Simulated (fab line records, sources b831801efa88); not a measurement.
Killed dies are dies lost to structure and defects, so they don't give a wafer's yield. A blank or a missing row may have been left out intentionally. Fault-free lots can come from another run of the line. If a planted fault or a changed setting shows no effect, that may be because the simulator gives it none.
Matching of chambers / flow sky130 / SKY_VIA1_CMP_02 on cmp-02: 4 sister chambers
The step polishes SiO2. 7 wafers are shown with their chamber, then 8 later ones without.

## WAFERS WITH THEIR CHAMBER
wafer=L766.1; chamber=3; motor-current-A (A)=12.1; edge-zone-pressure-frac=1.005
wafer=L767.1; chamber=0; motor-current-A (A)=13.3; edge-zone-pressure-frac=1.001
wafer=L771.5; chamber=0; motor-current-A (A)=13.1; edge-zone-pressure-frac=0.998
wafer=L774.2; chamber=2; motor-current-A (A)=11.2; edge-zone-pressure-frac=1.000
wafer=L774.4; chamber=1; motor-current-A (A)=12.4; edge-zone-pressure-frac=0.995
wafer=L774.5; chamber=1; motor-current-A (A)=12.8; edge-zone-pressure-frac=1.000
wafer=L778.1; chamber=2; motor-current-A (A)=11.4; edge-zone-pressure-frac=1.002

## WAFERS WHOSE CHAMBER IS MISSING
wafer=L778.2; motor-current-A (A)=12.3; edge-zone-pressure-frac=0.998
wafer=L778.5; motor-current-A (A)=11.3; edge-zone-pressure-frac=0.996
wafer=L779.1; motor-current-A (A)=11.6; edge-zone-pressure-frac=1.005
wafer=L779.3; motor-current-A (A)=12.8; edge-zone-pressure-frac=1.004
wafer=L779.4; motor-current-A (A)=13.0; edge-zone-pressure-frac=0.986
wafer=L780.2; motor-current-A (A)=13.0; edge-zone-pressure-frac=1.001
wafer=L780.3; motor-current-A (A)=13.1; edge-zone-pressure-frac=1.001
wafer=L780.5; motor-current-A (A)=13.4; edge-zone-pressure-frac=1.005

## CHAMBER TAKEN BY EACH
wafer=L778.2; from the rows above=can't be placed: 1 or 3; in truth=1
wafer=L778.5; from the rows above=2; in truth=2
wafer=L779.1; from the rows above=can't be placed: 2 or 3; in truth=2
wafer=L779.3; from the rows above=can't be placed: 0 or 1 or 3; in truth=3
wafer=L779.4; from the rows above=can't be placed: 1 or 0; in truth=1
wafer=L780.2; from the rows above=can't be placed: 0 or 1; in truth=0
wafer=L780.3; from the rows above=0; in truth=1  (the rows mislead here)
wafer=L780.5; from the rows above=0; in truth=0
Placed correctly: 2 of 8. Cannot be placed on the basis of these rows: 5; the candidates contain the true chamber in 5. Placed wrongly: 1.
How it was worked out, from the rows above alone: a wafer's distance from a chamber is the root of the sum, over the readings, of the square of ((its reading less the chamber's mean) divided by the reading's scatter). If the next closest chamber is less than 2 further off than the closest, the wafer can't be placed; otherwise it belongs to the closest. Each chamber's mean is taken over the wafers shown for it. The scatter: the root of (the sum of the squares of (reading less its chamber's mean) over the shown wafers, divided by (wafers less chambers)).
